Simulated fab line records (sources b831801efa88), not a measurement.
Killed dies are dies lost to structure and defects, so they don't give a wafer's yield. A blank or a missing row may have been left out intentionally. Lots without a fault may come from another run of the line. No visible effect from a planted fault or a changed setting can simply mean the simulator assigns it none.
Code-filled problem report in 8D (eight disciplines) form | flow gf180mcu | the parts of the form that need people (team, actions taken, sign-off) are left out

1. WHAT IS WRONG
strip-time-to-endpoint-s at GF_HV_LDD_STRIP_37 reads a mean of 11.95 s on 6 wafers of 2 lots; wafers without a fault read 12.63 s with a standard deviation of 0.036. Relative to the usual mean, that is a shift of -19 standard deviations.
The step: strips in O2/N2.
The first sign was on wafer L818.1 at day 14 09:47, on plasma-asher-01. At this step, 42 wafers from 14 lots have a number in the record. Rule for "out", or "out of limits": more than 4 standard deviations from the usual mean. Any other wafer with a number is counted as sound.

2. WHAT IT IS, WHAT IT ISN'T
question                    | is                               | is not
which readings at this step | strip-time-to-endpoint-s         | drypump-motor-current-A
which lots                  | L818, L819                       | L809, L812, L814, L816, L823, L826, L827, L828, L829, L830, L831, L832
which wafers of those lots  | all that have a number           | -
read on which tools         | plasma-asher-01, plasma-asher-04 | plasma-asher-03
when                        | from day 14 09:47                | up to then (12 sound wafers); but 24 sound wafers of L823, L826, L827, L828, L829, L830, L831, L832 came after

3. WHAT RULES OUT EACH SUSPECT
Counting: any tool at a process step up to the reading is kept as a suspect provided that every lot that is out went through it and no sound lot did after the first of them.
- litho-track-02 at GF_HV_LDD_COAT_26 (resist thk 1000 nm): ruled out as a lasting fault. Sound lots L828, L830, L831, L832 ran on it after its first lot that is out, L818 (day 13 22:32).
Left after counting: nothing in the record.

4. THE CAUSE (what the simulator had put in)
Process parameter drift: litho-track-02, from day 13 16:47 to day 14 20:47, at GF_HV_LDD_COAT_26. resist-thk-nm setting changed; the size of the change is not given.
The count ruled it out by mistake, since the rule takes a fault to strike every lot its tool runs from the start of the fault on, and this one did not do so.

5. THE CHAIN OF EFFECTS, in route order
Rows list readings where the struck wafers' mean (over those with a number) sits beyond 3 standard deviations from the usual. Readings are gone through only where the record gives a usual standard deviation; hours: the median, over the lots, of the time from a lot's start at the first step in this table giving one to that lot's start at this step; sigmas: the change measured in usual standard deviations.
hours | step                 | reading                  | usual    | on struck wafers | change | sigmas
0     | GF_HV_LDD_CD_MEAS_31 | cd-nm                    | 399.7 nm | 406.4            | +6.7   | +3.4
1     | GF_HV_LDD_STRIP_37   | strip-time-to-endpoint-s | 12.63 s  | 11.95            | -0.68  | -19
The process steps in it:
- GF_HV_LDD_STRIP_37: strips in O2/N2.
At these later measuring or inspecting steps, every struck wafer for which the step has a row has a number for every such reading, and none has moved that far: GF_HV_LDD_THK_MEAS_57, GF_CONTACT_RS_MEAS_25.

6. HOW IT WOULD HAVE BEEN CAUGHT EARLIER
The fault began at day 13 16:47; the first out-of-limits reading in this record came at day 14 09:47, 17 hours later.
